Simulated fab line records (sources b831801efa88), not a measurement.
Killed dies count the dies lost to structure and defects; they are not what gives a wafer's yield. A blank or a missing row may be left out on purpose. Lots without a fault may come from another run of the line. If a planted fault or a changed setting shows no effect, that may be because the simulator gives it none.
fab line records	flow sky130
record: lots: 6	wafers: 18	last_day: 50
route steps=708 shown VIA4@651 METAL5@661 PAD_OPEN@708
lots untouched by any fault: they come from a run of this same line in which no faults occurred
start_h: hours from the record's first day to the start of the lot's first wafer shown	wait_h: hours elapsed since this lot's preceding step	" as in the row above	L1.1+2: one row covering several wafers at once	- value missing, or start not given	* or withheld: withheld	< > ~ a bound
route shown NAME@n: a module of which the file shows steps, and the number in the route of the first	usual: the fault-free wafers' mean and standard deviation	same: alike in all rows	chamber/n: place in a boat	sites: per-site readings	_std_site: standard deviation across them	_edge_site: the outer-site mean with the inner-site mean subtracted	radius_mm: for every site, how far away it sits from the centre of the wafer	mask NAME#n: copy n	behind: the most recent tool/chamber to have shaped the wafer	hold: the reason the lot was held/the length of the hold in hours/how it ended	device: transistor that didn't switch, given as n, p or np	end of line: the tests these same wafers got at the end of their route	step lacking rows: just its recipe	killed: the dies lost at the first sort to structure and to defects; this is not the yield of the wafer	map: a wafer's dies, x killed, . not, _ none there
set.NAME: the run value of the setting; set.NAME@STEP: its run value at that earlier step	model.NAME: the simulator's own value behind a step, which no gauge read
certain route steps with their lots: each step a table, each wafer a row
services: a tool's chamber out of use, with start hour (start_h, from the record's first day; less than 0 if before it), hours out, and reason
== steps ==
step: SKY_VIA4_ETCH_12
recipe: target: SiO2	chemistry: C4F8/O2/Ar	stop_on: TiN	mask_material: NOVOLAK	source_w: 1500	bias_w: 1200	pressure_mtorr: 40	c4f8_flow_sccm: withheld	O2_flow_sccm: 6	Ar_flow_sccm: 300	time_s: withheld	target_depth_a: 5800
usual: oes_product_au: 0.926/0.0051
lot.wafer	tool	chamber	start_h	wait_h	oes_product_au
L875.2	rie_diel-04	1	1012.39	0.0	0.931
L875.3	"	2	"	"	0.925
L875.5	"	2	"	"	0.934
L876.1	rie_diel-02	3	1018.87	0.0	0.931
L876.2	"	0	"	"	0.927
L876.3	"	2	"	"	0.931
L882.1	rie_diel-04	2	1065.27	0.0	0.930
L882.4	"	0	"	"	0.923
L882.6	"	1	"	"	0.926
L895.1	rie_diel-02	2	1141.27	0.0	0.929
L895.2	"	3	"	"	0.924
L895.5	"	2	"	"	0.925
L897.1	rie_diel-01	3	1141.92	0.0	0.925
L897.4	"	0	"	"	0.933
L897.6	"	2	"	"	0.924
L896.1	rie_diel-02	2	1144.50	0.0	0.921
L896.3	"	1	"	"	0.929
L896.4	"	0	"	"	0.930
step: SKY_VIA4_STRIP_13
recipe: chemistry: O2/N2	power_w: 1400	pressure_mtorr: 1500	platen_temp_c: withheld	o2_flow_sccm: 3000	n2_flow_sccm: 300	overash_fraction: 0.5
step: SKY_VIA4_STRIP_14
recipe: chemistry: post_etch_residue_remover	time_s: 1200	temp_c: 72.5
step: SKY_VIA4_CLEAN_15
recipe: chemistry: IPA	time_s: 180	temp_c: 25
step: SKY_VIA4_CLEAN_16
recipe: chemistry: O3/DIW	dry: n2_spin
step: SKY_VIA4_SPUTTER_17
recipe: material: TiN	target_thk_nm: 20	chamber_pressure_pa: 5	power_w: 4000	time_s: 80
usual: throttle_valve_pct: 29.6/0.61
lot.wafer	tool	chamber	start_h	wait_h	throttle_valve_pct
L875.2	pvd_sputter-02	-	1013.06	0.0	30.4
L875.3	"	-	"	"	29.6
L875.5	"	-	"	"	29.6
L876.1	pvd_sputter-02	-	1019.57	0.0	29.6
L876.2	"	-	"	"	30.5
L876.3	"	-	"	"	29.4
L882.1	pvd_sputter-01	-	1065.94	0.0	29.1
L882.4	"	-	"	"	29.5
L882.6	"	-	"	"	29.7
L895.1	pvd_sputter-01	-	1141.98	0.0	29.1
L895.2	"	-	"	"	29.6
L895.5	"	-	"	"	29.7
L897.1	pvd_sputter-02	-	1142.59	0.0	29.8
L897.4	"	-	"	"	30.2
L897.6	"	-	"	"	30.6
L896.1	pvd_sputter-01	-	1145.19	0.0	28.5
L896.3	"	-	"	"	29.0
L896.4	"	-	"	"	29.6
step: SKY_VIA4_CVD_18
recipe: material: W	target_thk_nm: 505	time_s: 152.14	temp_c: 400	pressure_torr: 40
usual: chamber_pressure_Torr: 40.01/0.079	heater_power_w: 784/40	susceptor_temp_C: 399.98/0.21
lot.wafer	tool	chamber	start_h	wait_h	chamber_pressure_Torr	heater_power_w	susceptor_temp_C
L875.2	cvd_w-01	1	1013.12	0.0	40.10	692	399.81
L875.3	"	0	"	"	39.83	800	399.89
L875.5	"	0	"	"	39.88	794	399.79
L876.1	cvd_w-02	1	1019.64	0.0	39.87	753	400.18
L876.2	"	0	"	"	39.91	814	399.98
L876.3	"	0	"	"	39.91	826	400.21
L882.1	cvd_w-02	1	1066.00	0.0	39.97	759	400.21
L882.4	"	0	"	"	39.98	831	400.18
L882.6	"	1	"	"	40.02	776	399.74
L895.1	cvd_w-02	0	1142.04	0.0	40.02	835	399.77
L895.2	"	1	"	"	39.83	777	400.05
L895.5	"	1	"	"	39.89	783	400.05
L897.1	cvd_w-01	0	1142.65	0.0	40.04	802	399.56
L897.4	"	1	"	"	39.93	709	400.03
L897.6	"	1	"	"	40.06	727	400.21
L896.1	cvd_w-02	1	1145.25	0.0	40.03	762	399.59
L896.3	"	0	"	"	40.13	844	400.52
L896.4	"	1	"	"	40.00	742	399.73
step: SKY_VIA4_RS_MEAS_19
recipe: thk_meas_gauge: four-point-probe	reads: W_of_VIA4_CVD_18+TiN_of_VIA4_SPUTTER_17
usual: VIA4_W_RS: 0.2265/0.0026
lot.wafer	tool	chamber	start_h	wait_h	VIA4_W_RS[ohm/sq]
L875.2	film_metro-01	-	1013.29	0.1	0.2296
L875.3	"	-	"	"	0.2269
L875.5	"	-	"	"	0.2249
L876.1	film_metro-03	-	1019.79	0.1	0.2242
L876.2	"	-	"	"	0.2260
L876.3	"	-	"	"	0.2274
L882.1	film_metro-01	-	1066.16	0.1	0.2263
L882.4	"	-	"	"	0.2283
L882.6	"	-	"	"	0.2232
L895.1	film_metro-02	-	1142.19	0.1	0.2259
L895.2	"	-	"	"	0.2243
L895.5	"	-	"	"	0.2243
L897.1	film_metro-03	-	1142.80	0.1	0.2247
L897.4	"	-	"	"	0.2301
L897.6	"	-	"	"	0.2271
L896.1	film_metro-01	-	1145.40	0.1	0.2235
L896.3	"	-	"	"	0.2283
L896.4	"	-	"	"	0.2280
step: SKY_VIA4_THK_MEAS_20
recipe: thk_meas_gauge: xrf	reads: W_of_VIA4_CVD_18
usual: VIA4_W_THK: 513/8.2
lot.wafer	tool	chamber	start_h	wait_h	VIA4_W_THK[nm]
L875.2	film_metro-01	-	1013.40	0.1	516
L875.3	"	-	"	"	516
L875.5	"	-	"	"	521
L876.1	film_metro-03	-	1019.91	0.1	511
L876.2	"	-	"	"	502
L876.3	"	-	"	"	502
L882.1	film_metro-01	-	1066.28	0.1	518
L882.4	"	-	"	"	515
L882.6	"	-	"	"	524
L895.1	film_metro-02	-	1142.31	0.1	518
L895.2	"	-	"	"	524
L895.5	"	-	"	"	523
L897.1	film_metro-03	-	1142.92	0.1	510
L897.4	"	-	"	"	497
L897.6	"	-	"	"	503
L896.1	film_metro-01	-	1145.52	0.1	520
L896.3	"	-	"	"	511
L896.4	"	-	"	"	512
step: SKY_VIA4_CMP_21
recipe: stop_on: SiO2	t_overpolish_s: 25	down_force_psi: 3.5	platen_rpm: 60	target_thk_nm: 0	pad_velocity_m_s: 0.94248
step: SKY_METAL5_SPUTTER_00
recipe: material: Ti	target_thk_nm: 15	power_w: 3000	time_s: 10	chamber_pressure_pa: 0.4
step: SKY_METAL5_SPUTTER_01
recipe: material: TiN	target_thk_nm: 20	power_w: 6500	time_s: 16.7	chamber_pressure_pa: 0.4
usual: throttle_valve_pct: 30.0/1.2
lot.wafer	tool	chamber	start_h	wait_h	throttle_valve_pct
L875.2	pvd_sputter-01	-	1013.77	0.0	29.7
L875.3	"	-	"	"	29.0
L875.5	"	-	"	"	30.1
L876.1	pvd_sputter-04	-	1020.29	0.0	32.1
L876.2	"	-	"	"	30.2
L876.3	"	-	"	"	32.3
L882.1	pvd_sputter-01	-	1066.66	0.0	30.4
L882.4	"	-	"	"	29.2
L882.6	"	-	"	"	29.3
L895.1	pvd_sputter-04	-	1142.69	0.0	32.1
L895.2	"	-	"	"	32.1
L895.5	"	-	"	"	28.5
L897.1	pvd_sputter-03	-	1143.30	0.0	30.1
L897.4	"	-	"	"	30.1
L897.6	"	-	"	"	30.6
L896.1	pvd_sputter-04	-	1145.91	0.0	32.0
L896.3	"	-	"	"	30.1
L896.4	"	-	"	"	31.7
step: SKY_METAL5_SPUTTER_02
recipe: material: AlCu	target_thk_nm: 1150	power_w: 10600	time_s: 61.2	chamber_pressure_pa: 0.4
usual: throttle_valve_pct: 30.1/1.2
lot.wafer	tool	chamber	start_h	wait_h	throttle_valve_pct	model.AlCu_of_METAL5_SPUTTER_02.thk_nm
L875.2	pvd_sputter-01	-	1013.80	0.0	29.9	1157
L875.3	"	-	"	"	29.1	1161
L875.5	"	-	"	"	30.4	1158
L876.1	pvd_sputter-04	-	1020.32	0.0	32.2	1147
L876.2	"	-	"	"	29.9	1145
L876.3	"	-	"	"	32.1	1146
L882.1	pvd_sputter-01	-	1066.69	0.0	30.4	1154
L882.4	"	-	"	"	29.3	1144
L882.6	"	-	"	"	29.1	1153
L895.1	pvd_sputter-04	-	1142.72	0.0	31.5	1143
L895.2	"	-	"	"	32.4	1235
L895.5	"	-	"	"	28.4	1135
L897.1	pvd_sputter-03	-	1143.33	0.0	30.3	1144
L897.4	"	-	"	"	30.3	1142
L897.6	"	-	"	"	30.4	1146
L896.1	pvd_sputter-04	-	1145.93	0.0	32.2	1235
L896.3	"	-	"	"	29.9	1144
L896.4	"	-	"	"	31.8	1134
step: SKY_METAL5_SPUTTER_03
recipe: material: Ti	target_thk_nm: 5	power_w: 3000	time_s: 3.3	chamber_pressure_pa: 0.4
step: SKY_METAL5_SPUTTER_04
recipe: material: TiN	target_thk_nm: 70	power_w: 6500	time_s: 58.3	chamber_pressure_pa: 0.4
step: SKY_METAL5_RS_MEAS_05
recipe: thk_meas_gauge: four-point-probe	reads: TiN_of_METAL5_SPUTTER_04+Ti_of_METAL5_SPUTTER_03+AlCu_of_METAL5_SPUTTER_02+TiN_of_METAL5_SPUTTER_01+Ti_of_METAL5_SPUTTER_00
usual: METAL5_ALCU_RS: 0.02712/0.00026
lot.wafer	tool	chamber	start_h	wait_h	hold	METAL5_ALCU_RS[ohm/sq]
L875.2	film_metro-03	-	1013.94	0.0	-	0.02687
L875.3	"	-	"	"	-	0.0268
L875.5	"	-	"	"	-	0.02682
L876.1	film_metro-03	-	1020.43	0.0	-	0.02711
L876.2	"	-	"	"	-	0.02716
L876.3	"	-	"	"	-	0.02714
L882.1	film_metro-03	-	1066.82	0.0	-	0.02693
L882.4	"	-	"	"	-	0.02723
L882.6	"	-	"	"	-	0.02694
L895.1	film_metro-01	-	1142.85	0.0	await_dispo/0.2h/release	0.02724
L895.2	"	-	"	"	await_dispo/0.2h/release	0.02514
L895.5	"	-	"	"	await_dispo/0.2h/release	0.02732
L895.1	film_metro-01	-	1143.14	0.3	-	0.02716
L895.2	"	-	"	"	-	0.02514
L895.5	"	-	"	"	-	0.02739
L897.1	film_metro-01	-	1143.45	0.0	-	0.02711
L897.4	"	-	"	"	-	0.02717
L897.6	"	-	"	"	-	0.02713
L896.1	film_metro-04	-	1146.05	0.0	await_dispo/0.2h/release	0.02511
L896.3	"	-	"	"	await_dispo/0.2h/release	0.02719
L896.4	"	-	"	"	await_dispo/0.2h/release	0.02745
L896.1	film_metro-04	-	1146.34	0.3	-	0.02518
L896.3	"	-	"	"	-	0.02725
L896.4	"	-	"	"	-	0.02741
step: SKY_METAL5_THK_MEAS_06
recipe: thk_meas_gauge: xrf	reads: AlCu_of_METAL5_SPUTTER_02
usual: METAL5_ALCU_THK: 1145/14
lot.wafer	tool	chamber	start_h	wait_h	hold	METAL5_ALCU_THK[nm]
L875.2	film_metro-03	-	1014.05	0.1	-	1164
L875.3	"	-	"	"	-	1161
L875.5	"	-	"	"	-	1159
L876.1	film_metro-03	-	1020.55	0.1	-	1153
L876.2	"	-	"	"	-	1149
L876.3	"	-	"	"	-	1152
L882.1	film_metro-03	-	1066.94	0.1	-	1153
L882.4	"	-	"	"	-	1144
L882.6	"	-	"	"	-	1149
L897.1	film_metro-01	-	1143.57	0.1	-	1139
L897.4	"	-	"	"	-	1140
L897.6	"	-	"	"	-	1145
L895.1	film_metro-01	-	1143.67	0.5	await_dispo/0.2h/release	1138
L895.2	"	-	"	"	await_dispo/0.2h/release	1238
L895.5	"	-	"	"	await_dispo/0.2h/release	1137
L895.1	film_metro-01	-	1143.90	0.2	-	1136
L895.2	"	-	"	"	-	1228
L895.5	"	-	"	"	-	1136
L896.1	film_metro-04	-	1154.94	8.6	await_dispo/0.2h/release	1231
L896.3	"	-	"	"	await_dispo/0.2h/release	1144
L896.4	"	-	"	"	await_dispo/0.2h/release	1134
L896.1	film_metro-04	-	1155.16	0.2	-	1230
L896.3	"	-	"	"	-	1145
L896.4	"	-	"	"	-	1134
step: SKY_METAL5_HMDS_08
recipe: prime_time_s: 60	prime_temp_c: 120
step: SKY_METAL5_COAT_09
recipe: resist: NOVOLAK	spin_rpm: 3000	resist_thk_nm: 1800
step: SKY_METAL5_SOFTBAKE_10
recipe: temp_c: 90	time_s: 60	resist: NOVOLAK
step: SKY_METAL5_EXPOSE_11
recipe: mask_id: MM5	na: 0.6	source_shape: conventional	sigma_outer: 0.6	polarization: unpolarized	target_cd_nm: 1600	dose_mj: 190
step: SKY_METAL5_PEB_12
recipe: temp_c: withheld	time_s: *	resist: NOVOLAK
step: SKY_METAL5_DEVELOP_13
recipe: resist: NOVOLAK	developer: TMAH	develop_time_s: 60	dev_temp_c: 23
step: SKY_METAL5_DESCUM_14
recipe: chemistry: O2	source_power_w: 150	bias_power_w: 0	pressure_mtorr: 10	temp_c: 40	time_s: 11
step: SKY_METAL5_METAL_ETCH_15
recipe: target_depth_a: 12600	stop_on: SiO2	over_etch_frac: 0.2	time_s: 252	chemistry: Cl2/BCl3	resist_sidewall_deg: 86	pressure_mtorr: 10	icp_w: 900	bias_w: 48.5	Cl2_flow_sccm: 60	bcl3_flow_sccm: 30
usual: drypump_motor_current_A: 5.8/0.56	oes_product_au: 0.894/0.0055	throttle_valve_pct: 22.263/0.0085
lot.wafer	tool	chamber	start_h	wait_h	drypump_motor_current_A	oes_product_au	rf_hours_counter_h	throttle_valve_pct
L875.2	rie_metal-01	1	1036.29	0.0	4.9	0.877	14	22.260
L875.3	"	0	"	"	6.4	0.893	-	22.269
L875.5	"	1	"	"	4.9	0.897	-	22.265
L876.1	rie_metal-03	0	1042.74	0.0	6.2	0.892	12	22.261
L876.2	"	1	"	"	5.5	0.891	9	22.251
L876.3	"	0	"	"	6.2	0.895	-	22.261
L882.1	rie_metal-01	0	1087.44	0.0	6.4	0.891	8	22.258
L882.4	"	1	"	"	4.9	0.883	-	22.261
L882.6	"	1	"	"	4.9	0.893	-	22.260
L895.1	rie_metal-01	0	1160.87	0.0	6.4	0.892	14	22.259
L895.2	"	1	"	"	4.9	0.917	23	22.282
L895.5	"	1	"	"	4.9	0.898	-	22.260
L897.1	rie_metal-04	0	1161.55	0.0	5.7	0.893	24	22.272
L897.4	"	0	"	"	5.7	0.887	-	22.273
L897.6	"	0	"	"	5.7	0.891	-	22.271
L896.1	rie_metal-03	0	1163.99	0.0	6.2	0.912	21	22.272
L896.3	"	1	"	"	5.5	0.898	-	22.252
L896.4	"	0	"	"	6.2	0.889	-	22.261
step: SKY_METAL5_STRIP_16
recipe: chemistry: O2/N2	power_w: 1400	pressure_mtorr: 1500	platen_temp_c: withheld	o2_flow_sccm: 3000	n2_flow_sccm: 300	overash_fraction: 0.5
usual: drypump_motor_current_A: 5.6/0.5	oes_product_au: 0.710/0.0045	strip_time_to_endpoint_s: 13.04/0.1
lot.wafer	tool	chamber	start_h	wait_h	drypump_motor_current_A	oes_product_au	rf_hours_counter_h	strip_time_to_endpoint_s
L875.2	plasma_asher-03	1	1036.53	0.2	5.3	0.709	69	13.25
L875.3	"	1	"	"	5.3	0.708	-	13.15
L875.5	"	0	"	"	5.6	0.715	-	13.23
L876.1	plasma_asher-03	1	1042.98	0.2	5.3	0.712	70	13.21
L876.2	"	0	"	"	5.6	0.711	70	13.07
L876.3	"	0	"	"	5.6	0.716	-	13.13
L882.1	plasma_asher-03	1	1087.68	0.2	5.3	0.710	75	13.05
L882.4	"	1	"	"	5.3	0.717	-	13.16
L882.6	"	1	"	"	5.3	0.712	-	13.19
L895.1	plasma_asher-02	0	1161.11	0.2	5.3	0.700	9	13.13
L895.2	"	1	"	"	5.0	0.710	9	13.20
L895.5	"	0	"	"	5.2	0.705	-	13.15
L897.1	plasma_asher-03	0	1161.78	0.2	5.6	0.714	82	12.79
L897.4	"	1	"	"	5.3	0.716	-	12.84
L897.6	"	0	"	"	5.6	0.705	-	12.80
L896.1	plasma_asher-02	0	1164.23	0.2	5.3	0.714	10	12.95
L896.3	"	0	"	"	5.3	0.704	-	13.05
L896.4	"	1	"	"	5.1	0.706	-	12.91
step: SKY_PAD_OPEN_PROBE_99
usual: defect_limited_yield: 82.5/1.9	killed_at_M0_to_M3: 44/7.2	killed_at_M4_up: 2.9/1.8	killed_at_contacts: 24/5.6	killed_at_front_end: 15/4.2	killed_at_other: 0.4/0.71	killed_dies: 86/9.2	killed_open: 47/7.2	killed_short: 39/5.7	sort_bin_3_pad_short: 0.9/0.4	sort_bin_5_function: 10.2/1.6	sort_bin_6_memory: 6.4/1.2	sort_n_pass: 406/9.2	sort_yield_pct: 82.5/1.9
same: gross_dies: 492	killed_at_back_side: 0	sort_bin_4_leakage[%]: 0	sort_bin_8_speed[%]: 0
lot.wafer	tool	chamber	start_h	wait_h	defect_limited_yield[%]	killed_at_M0_to_M3	killed_at_M4_up	killed_at_contacts	killed_at_front_end	killed_at_other	killed_dies	killed_open	killed_short	sort_bin_3_pad_short[%]	sort_bin_5_function[%]	sort_bin_6_memory[%]	sort_n_pass	sort_yield_pct[%]	model.etest.met5.rs_ohm_sq	model.etest.met5.line_ohm_um
L875.2	prober-01	-	1083.62	0.1	85.0	35	0	23	15	1	74	30	43	1.2	8.5	5.3	418	85.0	0.02689	0.01681
L875.3	prober-01	-	1083.67	0.2	84.6	46	4	16	10	0	76	36	40	1.0	9.1	5.3	416	84.6	0.02712	0.01693
L875.5	prober-01	-	1083.77	0.2	82.3	43	1	29	12	2	87	50	35	0.8	10.2	6.7	405	82.3	0.02699	0.01685
L876.1	prober-02	-	1088.58	0.1	83.3	45	2	18	16	1	82	42	40	0.4	10.2	6.1	410	83.3	0.02704	0.01686
L876.2	prober-02	-	1088.63	0.1	83.5	46	2	18	13	2	81	39	42	0.6	10.6	5.3	411	83.5	0.02744	0.01713
L876.3	prober-02	-	1088.68	0.2	82.7	53	1	14	16	1	85	34	51	1.4	10.0	5.9	407	82.7	0.02711	0.01683
L882.1	prober-02	-	1130.53	0.1	81.7	39	4	31	15	1	90	55	35	1.0	8.1	9.1	402	81.7	0.02704	0.01688
L882.4	prober-02	-	1130.68	0.2	83.3	44	2	21	15	0	82	43	39	0.8	9.6	6.3	410	83.3	0.02726	0.01708
L882.6	prober-02	-	1130.78	0.2	82.5	45	3	21	17	0	86	50	36	0.8	10.4	6.3	406	82.5	0.02707	0.01695
L895.1	prober-01	-	1197.13	0.1	85.0	32	2	26	14	0	74	35	38	0.8	8.3	5.9	418	85.0	0.02719	0.01695
L895.2	prober-01	-	1197.18	0.1	85.0	40	3	15	15	1	74	35	39	1.8	7.7	5.5	418	85.0	0.02535	0.01583
L895.5	prober-01	-	1197.33	0.2	86.4	29	0	27	11	0	67	36	30	0.8	7.7	5.1	425	86.4	0.02769	0.01728
L897.1	prober-02	-	1198.18	0.1	84.3	34	3	27	12	1	77	32	45	1.6	8.3	5.7	415	84.3	0.02722	0.01697
L897.4	prober-02	-	1198.33	0.2	85.8	32	1	22	15	0	70	43	25	0.6	10.0	3.7	422	85.8	0.02789	0.01743
L897.6	prober-02	-	1198.43	0.2	80.5	37	4	33	22	0	96	53	42	0.8	14.2	4.5	396	80.5	0.02726	0.01697
L896.1	prober-01	-	1200.18	0.1	83.9	37	4	22	16	0	79	38	40	1.6	7.9	6.5	413	83.9	0.025	0.01558
L896.3	prober-01	-	1200.28	0.2	82.3	47	3	19	18	0	87	45	41	0.4	11.2	6.1	405	82.3	0.02721	0.01687
L896.4	prober-01	-	1200.33	0.2	85.4	35	4	21	11	1	72	41	29	0.6	9.6	4.5	420	85.4	0.02785	0.01735
killed by level:class
L875.2 VIA1:geometric_particle:short=9 CONTACT:geometric_particle:open=9 VIA3:geometric_particle:open=9 FIELD_ISO:geometric_particle:short=6 LOCAL_INTERCONNECT:geometric_particle:short=6 VIA2:geometric_particle:short=5 CONTACT:geometric_particle:short=4 VIA1:geometric_particle:open=4
L875.3 METAL1:geometric_particle:short=9 VIA1:geometric_particle:open=8 VIA3:geometric_particle:short=7 VIA3:geometric_particle:open=6 LI_CONTACT:geometric_particle:open=5 VIA1:geometric_particle:short=5 VIA2:geometric_particle:open=4 POLY_GATE:geometric_particle:short=3
L875.5 VIA1:geometric_particle:open=9 LI_CONTACT:geometric_particle:open=8 VIA2:geometric_particle:open=8 LI_CONTACT:geometric_particle:short=7 VIA3:geometric_particle:open=7 FIELD_ISO:geometric_particle:open=6 CONTACT:geometric_particle:open=6 VIA1:geometric_particle:short=5
L876.1 VIA3:geometric_particle:open=12 VIA1:geometric_particle:open=7 VIA1:geometric_particle:short=6 FIELD_ISO:geometric_particle:short=5 LOCAL_INTERCONNECT:geometric_particle:short=5 METAL1:geometric_particle:short=5 POLY_GATE:geometric_particle:open=4 LI_CONTACT:geometric_particle:open=4
L876.2 VIA3:geometric_particle:open=9 LOCAL_INTERCONNECT:geometric_particle:short=6 METAL1:geometric_particle:short=6 VIA1:geometric_particle:short=6 VIA1:geometric_particle:open=6 METAL2:geometric_particle:short=6 CONTACT:geometric_particle:open=5 VIA2:geometric_particle:open=5
L876.3 VIA1:geometric_particle:open=9 VIA1:geometric_particle:short=9 METAL2:geometric_particle:short=8 POLY_GATE:geometric_particle:short=7 VIA3:geometric_particle:open=7 CONTACT:geometric_particle:short=6 METAL1:geometric_particle:short=6 VIA2:geometric_particle:open=5
L882.1 VIA1:geometric_particle:open=14 LI_CONTACT:geometric_particle:open=10 CONTACT:geometric_particle:open=10 CONTACT:geometric_particle:short=8 FIELD_ISO:geometric_particle:open=5 VIA2:geometric_particle:open=5 POLY_GATE:geometric_particle:short=3 VIA3:geometric_particle:open=3
L882.4 VIA1:geometric_particle:open=11 VIA2:geometric_particle:open=8 LI_CONTACT:geometric_particle:open=7 VIA1:geometric_particle:short=7 LOCAL_INTERCONNECT:geometric_particle:short=6 METAL1:geometric_particle:short=6 FIELD_ISO:geometric_particle:open=4 CONTACT:geometric_particle:short=4
L882.6 VIA1:geometric_particle:open=12 LI_CONTACT:geometric_particle:open=9 CONTACT:geometric_particle:open=8 VIA3:geometric_particle:open=7 METAL1:geometric_particle:short=6 METAL2:geometric_particle:short=6 FIELD_ISO:geometric_particle:short=5 METAL3:geometric_particle:short=5
L895.1 CONTACT:geometric_particle:open=11 VIA2:geometric_particle:open=8 CONTACT:geometric_particle:short=5 METAL1:geometric_particle:short=5 METAL2:geometric_particle:short=4 LI_CONTACT:geometric_particle:short=4 LI_CONTACT:geometric_particle:open=4 VIA3:geometric_particle:open=4
L895.2 VIA1:geometric_particle:open=7 FIELD_ISO:geometric_particle:short=5 METAL2:geometric_particle:short=5 CONTACT:geometric_particle:short=5 VIA3:geometric_particle:open=5 VIA1:geometric_particle:short=5 FIELD_ISO:geometric_particle:open=4 POLY_GATE:geometric_particle:open=4
L895.5 LI_CONTACT:geometric_particle:open=8 CONTACT:geometric_particle:open=6 VIA2:geometric_particle:open=5 LOCAL_INTERCONNECT:geometric_particle:short=5 VIA3:geometric_particle:open=5 CONTACT:geometric_particle:short=4 METAL1:geometric_particle:short=4 VIA1:geometric_particle:short=4
L897.1 METAL1:geometric_particle:short=8 LI_CONTACT:geometric_particle:open=7 LOCAL_INTERCONNECT:geometric_particle:short=6 CONTACT:geometric_particle:open=5 CONTACT:geometric_particle:short=5 VIA1:geometric_particle:open=5 VIA3:geometric_particle:open=5 METAL2:geometric_particle:short=4
L897.4 VIA3:geometric_particle:open=10 CONTACT:geometric_particle:open=8 VIA1:geometric_particle:open=7 LI_CONTACT:geometric_particle:open=5 VIA1:geometric_particle:short=5 FIELD_ISO:geometric_particle:open=4 LI_CONTACT:geometric_particle:short=4 CONTACT:geometric_particle:short=4
L897.6 CONTACT:geometric_particle:open=12 VIA3:geometric_particle:open=9 VIA2:geometric_particle:open=8 LI_CONTACT:geometric_particle:short=6 LI_CONTACT:geometric_particle:open=6 VIA1:geometric_particle:open=6 FIELD_ISO:geometric_particle:short=5 SPACER:geometric_particle:open=5
L896.1 VIA1:geometric_particle:open=7 CONTACT:geometric_particle:short=6 CONTACT:geometric_particle:open=6 VIA1:geometric_particle:short=6 LI_CONTACT:geometric_particle:open=5 METAL1:geometric_particle:short=5 LOCAL_INTERCONNECT:geometric_particle:short=4 METAL2:geometric_particle:short=4
L896.3 VIA1:geometric_particle:open=13 CONTACT:geometric_particle:open=8 VIA2:geometric_particle:open=8 METAL1:geometric_particle:short=7 METAL2:geometric_particle:short=7 FIELD_ISO:geometric_particle:short=6 FIELD_ISO:geometric_particle:open=5 CONTACT:geometric_particle:short=4
L896.4 VIA1:geometric_particle:open=7 CONTACT:geometric_particle:open=7 METAL1:geometric_particle:open=5 VIA3:geometric_particle:open=5 POLY_GATE:geometric_particle:open=4 LI_CONTACT:geometric_particle:open=4 LOCAL_INTERCONNECT:geometric_particle:short=4 VIA1:geometric_particle:short=4
== services ==
tool	chamber	start_h	hours	kind
plasma_asher-02	-	1012.39	35.4	repair
rie_metal-04	-	1014.48	2.8	pm
cvd_w-01	-	1017.93	4.3	repair
pvd_sputter-03	-	1018.01	11.2	repair
plasma_asher-02	-	1019.28	2.9	repair
cvd_w-02	-	1020.10	0.4	repair
rie_diel-04	1	1030.43	10.5	repair
cvd_w-01	1	1032.64	9.4	repair
rie_diel-04	2	1037.06	13.9	repair
rie_diel-01	-	1049.40	1.9	repair
plasma_asher-02	-	1055.25	9.0	pm
pvd_sputter-01	-	1061.22	2.4	repair
plasma_asher-03	-	1063.27	0.5	repair
cvd_w-02	-	1069.92	0.9	repair
pvd_sputter-02	-	1079.00	1.2	repair
pvd_sputter-04	-	1094.09	1.2	repair
cvd_w-01	0	1099.48	7.7	repair
pvd_sputter-03	-	1104.74	7.5	repair
rie_diel-04	0	1112.45	5.7	repair
plasma_asher-02	-	1113.65	0.8	repair
rie_diel-04	-	1118.09	15.6	pm
pvd_sputter-01	0	1119.89	-	consumable_replace:kit
pvd_sputter-01	0	1119.89	18.0	scheduled_down
rie_diel-02	-	1160.21	28.1	pm
== key ==
first_sign: step: SKY_METAL5_RS_MEAS_05	reading: visit	direction: added
effect: step: SKY_METAL5_RS_MEAS_05	reading: METAL5_ALCU_RS	direction: down	sigmas: 7.6	usual: 0.02712	struck: 0.02513
effect: step: SKY_METAL5_THK_MEAS_06	reading: visit	direction: added
effect: step: SKY_METAL5_THK_MEAS_06	reading: METAL5_ALCU_THK	direction: up	sigmas: 6.5	usual: 1145	struck: 1235
effect: step: SKY_METAL5_METAL_ETCH_15	reading: oes_product_au	direction: up	sigmas: 3.8	usual: 0.894	struck: 0.915
model_effect: step: SKY_METAL5_SPUTTER_02	value: AlCu_of_METAL5_SPUTTER_02.thk_nm	without: 1130	struck: 1235
model_effect: step: SKY_PAD_OPEN_PROBE_99	value: etest.met5.rs_ohm_sq	without: 0.02752	struck: 0.02517
met_at SKY_METAL5_SPUTTER_02
struck_wafers L895.2,L896.1
onset_between 1020.32 1142.72
fault: kind: process_parameter_drift	tool: pvd_sputter-04	chamber: -	onset_h: 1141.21	steps: SKY_METAL5_SPUTTER_02	channel: target_thk_nm	offset: 104.66	shape: step	end_h: 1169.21	acts_in: these_recipes_only	stated: 1150	scope: struck_wafers_only
